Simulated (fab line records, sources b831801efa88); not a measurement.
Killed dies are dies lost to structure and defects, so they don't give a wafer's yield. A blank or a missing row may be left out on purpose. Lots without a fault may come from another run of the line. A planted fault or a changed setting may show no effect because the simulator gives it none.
Which tool did it? | flow gf180mcu | 12 lots, 36 wafers sampled, at 5 steps of a route of 602

WHAT THE GAUGES READ, wafer by wafer
The record holds no reading of a measuring or inspecting step that can be judged against a usual standard deviation.

WHICH TOOL RAN EACH LOT (tool, then ch and the chambers of the sampled wafers, then the start)
lot  | GF_V4_CVD_02                    | GF_V5_CMP_04                  | GF_V5_ETCH_17                                 | GF_V5_SPUTTER_22             | GF_PASSIVATION_CVD_00
L966 | pecvd-02 ch 1,2, day 23 11:22   | cmp-02 ch 0,1,2, day 26 07:26 | rie_diel-03 ch 2,3, day 27 04:49 or earlier   | pvd_sputter-01, day 27 04:49 | pecvd-04 ch 0,1,2, day 28 02:13
L967 | pecvd-04 ch 0,1,2, day 23 20:08 | cmp-01 ch 2,3, day 26 16:56   | rie_diel-03 ch 0,2,3, day 27 13:16 or earlier | pvd_sputter-01, day 27 13:16 | pecvd-04 ch 1,2, day 28 10:41
L974 | pecvd-04 ch 0,1,2, day 26 17:36 | cmp-01 ch 0,1,3, day 29 08:30 | rie_diel-04 ch 1,2,3, day 30 04:19 or earlier | pvd_sputter-03, day 30 04:19 | pecvd-03 ch 0,1,2, day 30 23:47
L973 | pecvd-03 ch 0,1, day 26 17:50   | cmp-01 ch 0,1,3, day 29 09:25 | rie_diel-01 ch 0,1,2, day 30 04:47 or earlier | pvd_sputter-01, day 30 04:47 | pecvd-01 ch 0,1, day 31 01:21
L979 | pecvd-04 ch 0,1,2, day 28 07:58 | cmp-02 ch 1,2,3, day 30 20:55 | rie_diel-03 ch 0,1, day 31 16:42 or earlier   | pvd_sputter-03, day 31 16:42 | pecvd-03 ch 0,2, day 32 11:23
L980 | pecvd-03 ch 0,1,2, day 28 14:21 | cmp-02 ch 0,1,2, day 31 03:28 | rie_diel-03 ch 1,2,3, day 31 22:49 or earlier | pvd_sputter-03, day 31 22:49 | pecvd-04 ch 0,1,2, day 32 17:38
L981 | pecvd-04 ch 1,2, day 28 14:42   | cmp-02 ch 0,2,3, day 31 02:55 | rie_diel-03 ch 1,2,3, day 31 21:25 or earlier | pvd_sputter-03, day 31 21:25 | pecvd-01 ch 0,1,2, day 32 15:51
L985 | pecvd-02 ch 0,2, day 29 16:52   | cmp-01 ch 0,1, day 32 01:56   | rie_diel-04 ch 0,1,3, day 32 20:10 or earlier | pvd_sputter-04, day 32 20:10 | pecvd-01 ch 1,2, day 33 14:25
L986 | pecvd-02 ch 1,2, day 29 21:51   | cmp-01 ch 0,3, day 32 07:58   | rie_diel-04 ch 0,1, day 33 02:14 or earlier   | pvd_sputter-01, day 33 02:14 | pecvd-03 ch 0,1, day 33 20:02
L987 | pecvd-02 ch 0,1, day 30 04:55   | cmp-01 ch 0,1, day 32 13:38   | rie_diel-04 ch 0,1,3, day 33 07:17 or earlier | pvd_sputter-04, day 33 07:17 | pecvd-01 ch 1,2, day 34 01:08
L988 | pecvd-02 ch 0,1,2, day 30 13:44 | cmp-01 ch 1,2, day 32 22:24   | rie_diel-03 ch 0,1,2, day 33 16:03 or earlier | pvd_sputter-01, day 33 16:03 | pecvd-01 ch 0,1, day 34 09:06
L989 | pecvd-04 ch 1,2, day 30 14:57   | cmp-01 ch 1,2, day 32 23:14   | rie_diel-04 ch 1,2,3, day 33 17:01 or earlier | pvd_sputter-01, day 33 17:01 | pecvd-01 ch 0,2, day 34 09:38
- GF_V4_CVD_02: deposits SiO2 from TEOS, target thk 850 nm, time 94.851 s.
- GF_V5_CMP_04: polishes SiO2.
- GF_V5_ETCH_17: etches SiO2 in C4F8/O2/Ar, stops on TiN, target depth 855 nm.
- GF_V5_SPUTTER_22: material TiN, target thk 10 nm, time 40 s.
- GF_PASSIVATION_CVD_00: deposits SiO2 from TEOS, target thk 1000 nm, time 111.95 s.

WHAT THE TOOLS THEMSELVES READ (means of the sampled wafers that have a number; where no wafer has one, the mark that the record gives instead)
GF_V4_CVD_02.
lot  | tool     | heater_power_w (W)
L966 | pecvd-02 | 783
L967 | pecvd-04 | 714
L974 | pecvd-04 | 664
L973 | pecvd-03 | 670
L979 | pecvd-04 | 703
L980 | pecvd-03 | 648
L981 | pecvd-04 | 628
L985 | pecvd-02 | 594
L986 | pecvd-02 | 746
L987 | pecvd-02 | 711
L988 | pecvd-02 | 701
L989 | pecvd-04 | 595

GF_V5_CMP_04.
lot  | tool   | motor_current_A (A) | retaining_ring_pressure_frac
L966 | cmp-02 | 12.1                | 0.998
L967 | cmp-01 | 12.4                | 1.001
L974 | cmp-01 | 11.6                | 0.997
L973 | cmp-01 | 11.9                | 0.998
L979 | cmp-02 | 12.5                | 0.999
L980 | cmp-02 | 12.4                | 0.997
L981 | cmp-02 | 13.0                | 1.003
L985 | cmp-01 | 11.8                | 1.004
L986 | cmp-01 | 12.6                | 1.000
L987 | cmp-01 | 11.0                | 0.996
L988 | cmp-01 | 11.8                | 0.998
L989 | cmp-01 | 11.6                | 0.997

GF_V5_ETCH_17.
lot  | tool        | bias_w (W) | chamber_pressure_mTorr (mTorr) | oes_product_au (a.u.)
L966 | rie_diel-03 | 1199       | 40.04                          | 0.858
L967 | rie_diel-03 | 1200       | 40.04                          | 0.858
L974 | rie_diel-04 | 1199       | 39.98                          | 0.839
L973 | rie_diel-01 | 1199       | 40.01                          | 0.843
L979 | rie_diel-03 | 1200       | 39.96                          | 0.858
L980 | rie_diel-03 | 1203       | 40.00                          | 0.862
L981 | rie_diel-03 | 1202       | 40.02                          | 0.863
L985 | rie_diel-04 | 1202       | 39.98                          | 0.856
L986 | rie_diel-04 | 1198       | 39.99                          | 0.856
L987 | rie_diel-04 | 1200       | 40.02                          | 0.857
L988 | rie_diel-03 | 1197       | 40.01                          | 0.860
L989 | rie_diel-04 | 1198       | 40.02                          | 0.858

GF_V5_SPUTTER_22.
lot  | tool           | throttle_valve_pct (%)
L966 | pvd_sputter-01 | 29.7
L967 | pvd_sputter-01 | 29.6
L974 | pvd_sputter-03 | 30.5
L973 | pvd_sputter-01 | 29.1
L979 | pvd_sputter-03 | 29.9
L980 | pvd_sputter-03 | 29.7
L981 | pvd_sputter-03 | 30.0
L985 | pvd_sputter-04 | 29.6
L986 | pvd_sputter-01 | 29.1
L987 | pvd_sputter-04 | 29.3
L988 | pvd_sputter-01 | 29.6
L989 | pvd_sputter-01 | 29.7

GF_PASSIVATION_CVD_00.
lot  | tool     | heater_power_w (W)
L966 | pecvd-04 | 689
L967 | pecvd-04 | 701
L974 | pecvd-03 | 708
L973 | pecvd-01 | 649
L979 | pecvd-03 | 634
L980 | pecvd-04 | 698
L981 | pecvd-01 | 585
L985 | pecvd-01 | 515
L986 | pecvd-03 | 638
L987 | pecvd-01 | 535
L988 | pecvd-01 | 592
L989 | pecvd-01 | 648

THE ANSWER, worked out from the rows above alone
Rule: what is usual is taken from the lots themselves. Put in order of their means at a reading, lots are off if they are a third of the lots or fewer, leave a main group of 4 or more, and stand apart from it by a gap of 3 or more times the standard deviation of the main group's means; of several such gaps the widest counts. A main group whose means are all the same, to the digits that the tables above print for the reading, isn't used. A lot without any number at a reading at which 4 lots or more have one is off too. The other lots that the step has rows for count as sound. The gauges are gone through in route order, then the tools' own readings, and for those a lot's mean is taken as printed above. The first step at which some lot is off is used, and at that step the reading that is off furthest; a lot without a number counts as furthest.
Off: L974, L973, at GF_V5_ETCH_17 (oes_product_au). The main group: mean 0.859 a.u., standard deviation 0.0022.
A tool fits if, at that step or a process step before it, it ran every lot that is off, and no sound lot after the first of them. GF_V5_ETCH_17 gives no start for some lots, so the hours and the order of its lots are those of GF_V5_SPUTTER_22. None of those tried fits.

WHAT THE SIMULATOR HAD PUT IN
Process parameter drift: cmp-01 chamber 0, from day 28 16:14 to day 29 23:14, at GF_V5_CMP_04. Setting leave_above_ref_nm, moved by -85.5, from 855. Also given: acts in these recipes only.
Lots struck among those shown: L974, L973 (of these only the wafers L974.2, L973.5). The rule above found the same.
